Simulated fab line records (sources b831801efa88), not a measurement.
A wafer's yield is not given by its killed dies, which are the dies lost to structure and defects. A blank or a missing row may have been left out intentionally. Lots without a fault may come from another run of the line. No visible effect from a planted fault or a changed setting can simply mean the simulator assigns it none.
fab line records | flow sky130
record lots=6 wafers=18 last-day=51
route steps=708 shown NWELL@61
lots that met no fault: taken from a fault-free run of the same line
start-h: hours from the record's first day to the start of the lot's first wafer shown | wait-h: time in hours since the lot's previous step | " same as the row above | L1.1+2: one row covering several wafers at once | - value missing, or start not given | * or withheld: withheld | < > ~ a bound
route shown NAME@n: a module of which the file shows steps, and the number in the route of the first | usual: mean/standard deviation taken from wafers without a fault | same: alike in all rows | chamber/n: place in a boat | sites: per-site readings | _std_site: the standard deviation of these | _edge_site: outer sites' mean less inner sites' | radius-mm: how far each site lies from the wafer's centre | mask NAME#n: copy n | behind: tool/chamber where the wafer was last shaped | hold: what put the lot on hold/how long, in hours/how the hold closed | device: which transistor (n, p or np) failed to switch | end of line: tests of these same wafers at the route's end | where a step has no rows: the recipe by itself | killed: dies that structure and defects cost at the first sort, which is not the same as the wafer's yield | map: a wafer's dies, x killed, . not, _ none there
set.NAME: the setting the step ran with; set.NAME@STEP: the setting that earlier step ran with | model.NAME: the simulator's own value behind a step, which no gauge read
certain route steps with their lots: each step a table, each wafer a row
services: when a tool's chamber went out of use (start-h, in hours from the record's first day, below 0 if earlier), for how many hours, and the reason
## steps
# step SKY_NWELL_PEB_08
# recipe temp-c=115 time-s=withheld
# step SKY_NWELL_DEVELOP_09
# recipe wall-angle-deg=90 developer=TMAH develop-time-s=60 dev-temp-c=23
# step SKY_NWELL_OVL_MEAS_10
# usual NWELL_00_OVL=0.4/1.6
# columns lot.wafer tool chamber start-h wait-h NWELL_00_OVL[nm]
L142.4 overlay-02 - 122.38 - -1.5
L142.5 " - " " -1.0
L142.6 " - " " -0.1
L148.1 overlay-02 - 153.84 - 2.6
L148.3 " - " " 3.5
L148.6 " - " " 1.3
L149.1 overlay-01 - 160.10 - 0.8
L149.2 " - " " 1.2
L149.3 " - " " 2.1
L150.2 overlay-01 - 166.35 - -0.2
L150.3 " - " " -1.4
L150.4 " - " " 0.2
L152.1 overlay-01 - 179.91 - 1.3
L152.5 " - " " 2.1
L152.6 " - " " 0.1
L159.2 overlay-01 - 229.77 - -1.3
L159.3 " - " " -1.1
L159.4 " - " " -1.9
# step SKY_NWELL_IMPLANT_11
# recipe species=P energy-kev=400 dose-cm2=1.9e+13 tilt-deg=withheld
# step SKY_NWELL_IMPLANT_12
# recipe species=P energy-kev=120 dose-cm2=1.3e+12 tilt-deg=withheld
# step SKY_NWELL_IMPLANT_13
# recipe species=P energy-kev=50 dose-cm2=7e+11 tilt-deg=withheld
# step SKY_NWELL_STRIP_14
# recipe chemistry=O2/N2 power-w=1400 pressure-mtorr=1500 platen-temp-c=withheld o2-flow-sccm=3000 n2-flow-sccm=300 overash-fraction=0.5
# usual chamber-pressure-mTorr=1500.1/1.4 drypump-motor-current-A=6.11/0.21 o2-flow-sccm=2999/8.3 oes-product-au=0.723/0.0042 strip-time-to-endpoint-s=36.97/0.11
# columns lot.wafer tool chamber start-h wait-h chamber-pressure-mTorr drypump-motor-current-A o2-flow-sccm oes-product-au rf-hours-counter-h strip-time-to-endpoint-s
L142.4 plasma-asher-01 0 122.88 0.1 1501.4 6.17 2994 0.721 - 37.04
L142.5 " 0 " " 1499.4 6.17 2990 0.725 - 37.00
L142.6 " 1 " " 1501.2 5.90 3007 0.721 - 37.05
L148.1 plasma-asher-03 0 154.33 0.1 1500.2 5.82 3013 0.725 45 36.82
L148.3 " 1 " " 1498.9 6.49 3015 0.720 - 36.83
L148.6 " 1 " " 1501.0 6.49 3010 0.720 - 36.83
L149.1 plasma-asher-04 1 160.59 0.1 1500.0 6.22 2992 0.729 47 36.77
L149.2 " 0 " " 1498.4 6.05 2995 0.724 47 36.75
L149.3 " 1 " " 1500.3 6.23 2989 0.718 - 36.88
L150.2 plasma-asher-04 1 166.83 0.1 1499.6 6.26 3001 0.729 47 36.95
L150.3 " 1 " " 1499.7 6.23 2998 0.727 - 36.95
L150.4 " 0 " " 1498.0 6.08 2996 0.725 - 36.94
L152.1 plasma-asher-04 1 180.40 0.1 1500.9 6.25 2998 0.726 49 37.06
L152.5 " 1 " " 1499.5 6.24 2999 0.723 - 36.92
L152.6 " 0 " " 1500.9 6.06 2995 0.727 - 36.99
L159.2 plasma-asher-03 0 230.25 0.1 1499.0 5.82 3008 0.731 53 37.06
L159.3 " 1 " " 1500.9 6.51 3010 0.714 - 37.01
L159.4 " 0 " " 1501.3 5.81 2992 0.721 - 37.11
# step SKY_NWELL_TW_MEAS_15
# usual NWELL_TW=1821/7.9
# columns lot.wafer tool chamber start-h wait-h NWELL_TW
L142.4 film-metro-02 - 122.98 0.1 1818
L142.5 " - " " 1810
L142.6 " - " " 1827
L148.1 film-metro-02 - 154.43 0.1 1825
L148.3 " - " " 1815
L148.6 " - " " 1828
L149.1 film-metro-03 - 160.69 0.1 1813
L149.2 " - " " 1816
L149.3 " - " " 1816
L150.2 film-metro-03 - 166.94 0.1 1823
L150.3 " - " " 1829
L150.4 " - " " 1817
L152.1 film-metro-02 - 180.50 0.1 1820
L152.5 " - " " 1815
L152.6 " - " " 1818
L159.2 film-metro-01 - 230.36 0.1 1824
L159.3 " - " " 1823
L159.4 " - " " 1822
# step SKY_NWELL_DEHYDRATE_16
# recipe temp-c=200 time-s=60
# step SKY_NWELL_HMDS_17
# recipe prime-time-s=60 prime-temp-c=120
# step SKY_NWELL_COAT_18
# recipe spin-rpm=2000 resist-thk-nm=3000
# step SKY_NWELL_SOFTBAKE_19
# recipe temp-c=110 time-s=withheld
# step SKY_NWELL_EXPOSE_20
# recipe mask-id=NWM_COMPLEMENT na=0.6 source-shape=conventional sigma-outer=0.6 polarization=unpolarized target-cd-nm=840 dose-mj=260
# usual exposure-dose-mJ-cm2=260.03/0.24 focus-offset-nm=0.0/0.58
# columns lot.wafer tool chamber start-h wait-h mask exposure-dose-mJ-cm2 focus-offset-nm model.NWELL.overlay-y-nm
L142.4 iline-stepper-02 0 132.43 - NWM_COMPLEMENT#0 259.87 0.6 -0.07215
L142.5 " 0 " " NWM_COMPLEMENT#0 259.88 0.6 -0.07215
L142.6 " 0 " " NWM_COMPLEMENT#0 259.42 0.1 -0.07215
L148.1 iline-stepper-01 - 164.11 - NWM_COMPLEMENT#0 - - 0.6507
L148.3 " - " " NWM_COMPLEMENT#0 - - 0.6507
L148.6 " - " " NWM_COMPLEMENT#0 - - 0.6507
L149.1 iline-stepper-01 - 170.95 - NWM_COMPLEMENT#0 - - 0.5705
L149.2 " - " " NWM_COMPLEMENT#0 - - 0.5705
L149.3 " - " " NWM_COMPLEMENT#0 - - 0.5705
L150.2 iline-stepper-01 0 177.78 - NWM_COMPLEMENT#0 260.05 0.2 -1.04
L150.3 " 0 " " NWM_COMPLEMENT#0 260.06 -0.9 -1.04
L150.4 " 0 " " NWM_COMPLEMENT#0 259.82 -0.9 -1.04
L152.1 iline-stepper-02 0 191.38 - NWM_COMPLEMENT#0 259.91 0.3 -0.5391
L152.5 " 0 " " NWM_COMPLEMENT#0 260.37 -1.4 -0.5391
L152.6 " 0 " " NWM_COMPLEMENT#0 260.07 -0.2 -0.5391
L159.2 iline-stepper-02 0 241.55 - NWM_COMPLEMENT#0 259.91 0.0 0.8382
L159.3 " 0 " " NWM_COMPLEMENT#0 260.03 -0.1 0.8382
L159.4 " 0 " " NWM_COMPLEMENT#0 260.15 0.2 0.8382
# step SKY_NWELL_PEB_21
# recipe temp-c=115 time-s=withheld
## services
# columns tool chamber start-h hours kind
iline-stepper-01 0 113.86 - calibration
plasma-asher-03 - 115.15 15.6 pm
iline-stepper-01 - 201.15 1.7 pm
plasma-asher-01 - 214.11 14.6 pm
plasma-asher-03 - 236.66 2.8 pm
## key
first-sign step=SKY_NWELL_EXPOSE_20 reading=tool-record direction=missing
effect none on later readings
model-effect step=SKY_NWELL_EXPOSE_20 value=NWELL.overlay-y-nm without=-0.1182 struck=0.6106
met-at SKY_NWELL_EXPOSE_20
struck-wafers L148.1,L148.3,L148.6,L149.1,L149.2,L149.3
sort-left-out L148.1,L148.3,L148.6,L149.1,L149.2,L149.3
tester-left-out L148,L149
fault kind=skipped-step-whole tool=iline-stepper-01 chamber=- onset-h=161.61 steps=SKY_NWELL_EXPOSE_20 scope=struck-lots-only
# tester-left-out: of these lots the tester's yield and bins aren't shown, on N5 and GAA mostly nor the transistor test; their killed dies are dies lost to structure and defects alone, not to doping, threshold or leakage, so they don't give the yield
# sort-left-out: the simulated sort isn't trusted on such a fault, so these wafers' sort isn't shown, and their yield isn't known
